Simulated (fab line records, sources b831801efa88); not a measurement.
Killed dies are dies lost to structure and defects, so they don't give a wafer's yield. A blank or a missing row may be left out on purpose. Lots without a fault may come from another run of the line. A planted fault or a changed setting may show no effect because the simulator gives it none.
Which tool did it? | flow gf180mcu | 9 lots, 27 wafers sampled, at 7 steps of a route of 602

WHAT THE GAUGES READ, wafer by wafer
GF_PSD_OVL_MEAS_08.
lot  | measured     | on         | PSD_OVL (nm)
L542 | day 14 06:32 | overlay-01 | -1.8 1.1 0.1
L543 | day 14 16:58 | overlay-02 | 0.2 0.1 -2.2
L544 | day 15 01:49 | overlay-02 | 0.0 -0.9 -2.2
L545 | day 15 07:01 | overlay-02 | -0.9 -1.1 -0.9
L548 | day 16 06:52 | overlay-01 | -1.2 1.7 -1.2
L549 | day 16 11:54 | overlay-01 | 0.3 2.5 -0.9
L552 | day 17 17:40 | overlay-01 | -1.3 -1.0 -0.9
L553 | day 18 01:22 | overlay-02 | 0.3 1.6 0.8
L554 | day 18 16:01 | overlay-01 | 1.1 -1.3 2.5

GF_PSD_TW_MEAS_11.
lot  | measured     | on            | PSD_TW
L542 | day 14 06:49 | film_metro-02 | 3139 3143 3143
L543 | day 14 17:16 | film_metro-02 | 3149 3133 3140
L544 | day 15 02:06 | film_metro-01 | 3136 3140 3128
L545 | day 15 07:18 | film_metro-01 | 3139 3149 3135
L548 | day 16 07:09 | film_metro-03 | 3214 3221 3213
L549 | day 16 12:11 | film_metro-01 | 3149 3160 3136
L552 | day 17 17:57 | film_metro-02 | 2117 2127 2118
L553 | day 18 01:39 | film_metro-01 | 2118 2126 2115
L554 | day 18 16:18 | film_metro-02 | 2149 2132 2150

GF_PSD_RS_MEAS_15: measures by four-point-probe.
lot  | measured     | on            | PSD_RS (ohm/sq)
L542 | day 14 07:09 | film_metro-03 | 107.98 107.71 107.80
L543 | day 14 17:36 | film_metro-03 | 108.42 108.60 109.09
L544 | day 15 02:25 | film_metro-03 | 108.47 108.39 108.28
L545 | day 15 07:37 | film_metro-03 | 108.51 108.66 108.64
L548 | day 16 07:28 | film_metro-02 | 108.72 108.62 108.81
L549 | day 16 12:30 | film_metro-01 | 108.44 108.65 108.63
L552 | day 17 18:16 | film_metro-01 | 79.33 79.15 78.98
L553 | day 18 01:58 | film_metro-01 | 79.02 79.34 79.17
L554 | day 18 16:38 | film_metro-03 | 78.64 78.73 78.72

GF_SALICIDE_THK_MEAS_05: measures by xrf.
lot  | measured     | on            | SALICIDE_TIN_THK (nm)
L542 | day 15 05:29 | film_metro-04 | 20.5 19.8 19.8
L543 | day 15 15:44 | film_metro-03 | 20.3 20.1 20.5
L544 | day 16 00:43 | film_metro-04 | 19.8 19.3 19.8
L545 | day 16 05:31 | film_metro-03 | 19.6 20.2 19.9
L548 | day 17 06:58 | film_metro-04 | 19.5 20.1 19.7
L549 | day 17 11:40 | film_metro-02 | 19.6 19.9 20.1
L552 | day 18 18:28 | film_metro-02 | 20.3 20.1 20.1
L553 | day 19 02:31 | film_metro-03 | 20.1 20.1 19.6
L554 | day 19 17:23 | film_metro-04 | 20.6 20.5 20.5

GF_CONTACT_THK_MEAS_01.
lot  | measured     | on            | CONTACT_CVD_00_THK (nm)
L542 | day 15 05:53 | film_metro-01 | 305 307 307
L543 | day 15 16:08 | film_metro-04 | 301 302 304
L544 | day 16 01:07 | film_metro-02 | 307 301 306
L545 | day 16 05:55 | film_metro-01 | 301 302 300
L548 | day 17 07:22 | film_metro-01 | 300 302 298
L549 | day 17 12:04 | film_metro-04 | 306 307 301
L552 | day 18 18:52 | film_metro-01 | 304 302 301
L553 | day 19 02:54 | film_metro-01 | 301 299 297
L554 | day 19 17:47 | film_metro-01 | 290 294 296

WHICH TOOL RAN EACH LOT (tool, then ch and the chambers of the sampled wafers, then the start)
lot  | GF_PSD_IMPLANT_09               | GF_PSD_STRIP_10
L542 | implanter-03 ch 0, day 14 06:36 | plasma_asher-01 ch 0,1, day 14 06:44
L543 | implanter-01 ch 0, day 14 17:03 | plasma_asher-02 ch 0,1, day 14 17:11
L544 | implanter-03 ch 0, day 15 01:51 | plasma_asher-02 ch 0,1, day 15 02:00
L545 | implanter-01 ch 0, day 15 07:03 | plasma_asher-02 ch 0,1, day 15 07:12
L548 | implanter-04 ch 0, day 16 06:54 | plasma_asher-02 ch 0,1, day 16 07:03
L549 | implanter-04 ch 0, day 16 11:56 | plasma_asher-02 ch 0,1, day 16 12:05
L552 | implanter-04 ch 0, day 17 17:42 | plasma_asher-02 ch 1, day 17 17:51
L553 | implanter-01 ch 0, day 18 01:24 | plasma_asher-04 ch 0,1, day 18 01:33
L554 | implanter-04 ch 0, day 18 16:05 | plasma_asher-02 ch 0,1, day 18 16:13
- GF_PSD_IMPLANT_09
- GF_PSD_STRIP_10: strips in O2/N2.

WHAT THE TOOLS THEMSELVES READ (means of the sampled wafers that have a number; where no wafer has one, the mark that the record gives instead)
GF_PSD_IMPLANT_09.
lot  | tool         | beam_energy_keV | tilt_deg (degrees)
L542 | implanter-03 | 40.002          | 7.017
L543 | implanter-01 | 40.002          | 6.994
L544 | implanter-03 | 39.989          | 6.988
L545 | implanter-01 | 39.999          | 6.998
L548 | implanter-04 | 39.995          | 6.994
L549 | implanter-04 | 39.993          | 6.986
L552 | implanter-04 | 40.007          | 6.997
L553 | implanter-01 | 40.005          | 6.999
L554 | implanter-04 | 40.010          | 6.999

GF_PSD_STRIP_10.
lot  | tool            | drypump_motor_current_A (A) | heater_power_w (W) | o2_flow_sccm (sccm) | oes_product_au (a.u.) | strip_time_to_endpoint_s (s)
L542 | plasma_asher-01 | 6.2                         | 366                | 3000                | 0.592                 | 16.55
L543 | plasma_asher-02 | 5.4                         | 379                | 2996                | 0.593                 | 16.55
L544 | plasma_asher-02 | 5.5                         | 374                | 2999                | 0.594                 | 16.50
L545 | plasma_asher-02 | 5.4                         | 374                | 3010                | 0.594                 | 16.50
L548 | plasma_asher-02 | 5.5                         | 371                | 2994                | 0.598                 | 16.48
L549 | plasma_asher-02 | 5.3                         | 379                | 3002                | 0.594                 | 16.46
L552 | plasma_asher-02 | 5.6                         | 361                | 2997                | 0.631                 | 14.80
L553 | plasma_asher-04 | 5.7                         | 328                | 3006                | 0.632                 | 14.81
L554 | plasma_asher-02 | 5.4                         | 376                | 3003                | 0.635                 | 14.85

THE ANSWER, worked out from the rows above alone
Rule: what is usual is taken from the lots themselves. Put in order of their means at a reading, lots are off if they are a third of the lots or fewer, leave a main group of 4 or more, and stand apart from it by a gap of 3 or more times the standard deviation of the main group's means; of several such gaps the widest counts. A main group whose means are all the same, to the digits that the tables above print for the reading, isn't used. A lot without any number at a reading at which 4 lots or more have one is off too. The other lots that the step has rows for count as sound. The gauges are gone through in route order, then the tools' own readings, and for those a lot's mean is taken as printed above. The first step at which some lot is off is used, and at that step the reading that is off furthest; a lot without a number counts as furthest.
Off: L552, L553, L554, at GF_PSD_TW_MEAS_11 (PSD_TW). The main group: mean 3154, standard deviation 28.
A tool fits if, at a process step before that reading, it ran every lot that is off, and no sound lot after the first of them. The gauges at GF_PSD_TW_MEAS_11 aren't tried: what is off there is off at GF_PSD_STRIP_10 too, on other tools, and a gauge's error can't cause that. None of those tried fits.

WHAT THE SIMULATOR HAD PUT IN
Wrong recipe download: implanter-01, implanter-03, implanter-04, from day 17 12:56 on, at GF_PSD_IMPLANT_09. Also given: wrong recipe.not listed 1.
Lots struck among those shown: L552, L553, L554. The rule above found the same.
